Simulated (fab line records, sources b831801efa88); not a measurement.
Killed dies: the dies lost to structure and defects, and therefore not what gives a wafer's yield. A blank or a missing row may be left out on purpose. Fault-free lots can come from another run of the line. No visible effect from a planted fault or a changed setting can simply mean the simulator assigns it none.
Chamber matching / flow sky130 / SKY_CONTACT_CMP_04 on cmp-01 has 4 sister chambers
The step polishes SiO2. 4 wafers are shown with their chamber, then 12 later ones without.

## WAFERS WITH THEIR CHAMBER
wafer=L086.6; chamber=0; motor-current-A (A)=12.1
wafer=L087.1; chamber=1; motor-current-A (A)=12.5
wafer=L087.2; chamber=3; motor-current-A (A)=11.7
wafer=L087.3; chamber=2; motor-current-A (A)=13.8

## WAFERS MISSING THEIR CHAMBER
wafer=L089.3; motor-current-A (A)=11.9
wafer=L089.5; motor-current-A (A)=13.1
wafer=L089.6; motor-current-A (A)=11.5
wafer=L090.1; motor-current-A (A)=11.5
wafer=L090.4; motor-current-A (A)=12.2
wafer=L090.5; motor-current-A (A)=14.4
wafer=L091.2; motor-current-A (A)=12.7
wafer=L091.4; motor-current-A (A)=11.6
wafer=L091.5; motor-current-A (A)=12.6
wafer=L097.1; motor-current-A (A)=12.1
wafer=L097.2; motor-current-A (A)=11.7
wafer=L097.5; motor-current-A (A)=12.2

## CHAMBER TAKEN BY EACH
wafer=L089.3; from the rows above=can't be placed: 0 or 3 or 1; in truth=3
wafer=L089.5; from the rows above=can't be placed: 1 or 2 or 0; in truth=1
wafer=L089.6; from the rows above=can't be placed: 3 or 0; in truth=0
wafer=L090.1; from the rows above=can't be placed: 3 or 0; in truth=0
wafer=L090.4; from the rows above=can't be placed: 0 or 1 or 3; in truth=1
wafer=L090.5; from the rows above=2; in truth=2
wafer=L091.2; from the rows above=can't be placed: 1 or 0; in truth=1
wafer=L091.4; from the rows above=can't be placed: 3 or 0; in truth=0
wafer=L091.5; from the rows above=can't be placed: 1 or 0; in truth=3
wafer=L097.1; from the rows above=can't be placed: 0 or 1 or 3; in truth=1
wafer=L097.2; from the rows above=can't be placed: 3 or 0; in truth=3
wafer=L097.5; from the rows above=can't be placed: 0 or 1 or 3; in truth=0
1 of 12 placed correctly. Unplaceable from these rows: 11, with the true chamber sitting among the candidates in 10. Wrongly placed: 0.
How it was worked out, from the rows above alone: a wafer's distance from a chamber is the root of the sum, over the readings, of the square of ((its reading less the chamber's mean) divided by the reading's scatter). The wafer belongs to the nearest chamber; if the next one is less than 2 further off, it can't be placed. Each chamber's mean is taken over the wafers shown for it. The scatter (one wafer shown for each chamber): square how far every hidden wafer sits from the nearest shown wafer, average those squares and take the square root.
